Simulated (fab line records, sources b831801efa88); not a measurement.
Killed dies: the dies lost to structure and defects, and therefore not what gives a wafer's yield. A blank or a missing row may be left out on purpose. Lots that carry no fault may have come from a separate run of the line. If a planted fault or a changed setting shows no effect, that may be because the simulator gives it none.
What tool caused it?	flow sky130	6 lots with 18 wafers sampled at 4 steps, on a route of 708 steps

## WHAT EACH GAUGE READ, for each wafer
SKY_METAL3_OVL_MEAS_14.
lot	measured	on	METAL3_OVL (nm)
L960	day 38 17:22	overlay-01	-1 0 -1
L962	day 39 10:34	overlay-02	-5 -3 -4
L971	day 41 20:55	overlay-02	5 1 3
L977	day 43 17:22	overlay-01	-6 -1 -3
L979	day 44 10:04	overlay-01	3 -1 -2
L981	day 44 16:41	overlay-02	0 5 6

## EACH LOT AND THE TOOL THAT RAN IT (in order: tool; ch and the chambers of the sampled wafers; start)
lot	SKY_NWELL_EXPOSE_07	SKY_METAL2_SPUTTER_01	SKY_CAPM_STRIP_14
L960	iline stepper-02 ch 0, day 4 12:14	pvd sputter-01, day 34 05:41	plasma asher-03 ch 0,1, day 37 15:59
L962	iline stepper-01 ch 0, day 4 23:17	pvd sputter-02, day 34 23:02	plasma asher-01 ch 0,1, day 38 09:11
L971	iline stepper-02 ch 0, day 7 02:15	pvd sputter-04, day 37 15:31	plasma asher-02 ch 0, day 40 20:49
L977	iline stepper-01 ch 0, day 8 11:50	pvd sputter-02, day 39 15:06	plasma asher-03 ch 0,1, day 42 18:02
L979	iline stepper-01 ch 0, day 9 05:42	pvd sputter-04, day 40 08:51	plasma asher-02 ch 0,1, day 43 11:08
L981	iline stepper-01 ch 0, day 9 13:49	pvd sputter-01, day 40 16:41	plasma asher-02 ch 0,1, day 43 18:16
- SKY_NWELL_EXPOSE_07: exposes mask NWM, target cd 840 nm.
- SKY_METAL2_SPUTTER_01: material TiN, target thk 20 nm, time 16.7 s.
- SKY_CAPM_STRIP_14: strips in O2/N2.

## THE ANSWER, worked out from the rows above alone
Rule: what is usual is taken from the lots themselves. The widest of any qualifying gaps counts: lots, ordered by their means at a reading, are off when they make up no more than a third of the lots, leave a main group of 4 or more, and stand apart from it by 3 or more times the standard deviation of that group's means. A main group is skipped when, at the precision printed for the reading in the tables above, its means are all equal. Also off: a lot with no number at a reading for which 4 or more lots have one. All remaining lots with rows at the step are treated as sound.
Across all readings shown, no lot is off: no conclusion can be drawn from this.

## WHAT HAD BEEN PUT IN BY THE SIMULATOR
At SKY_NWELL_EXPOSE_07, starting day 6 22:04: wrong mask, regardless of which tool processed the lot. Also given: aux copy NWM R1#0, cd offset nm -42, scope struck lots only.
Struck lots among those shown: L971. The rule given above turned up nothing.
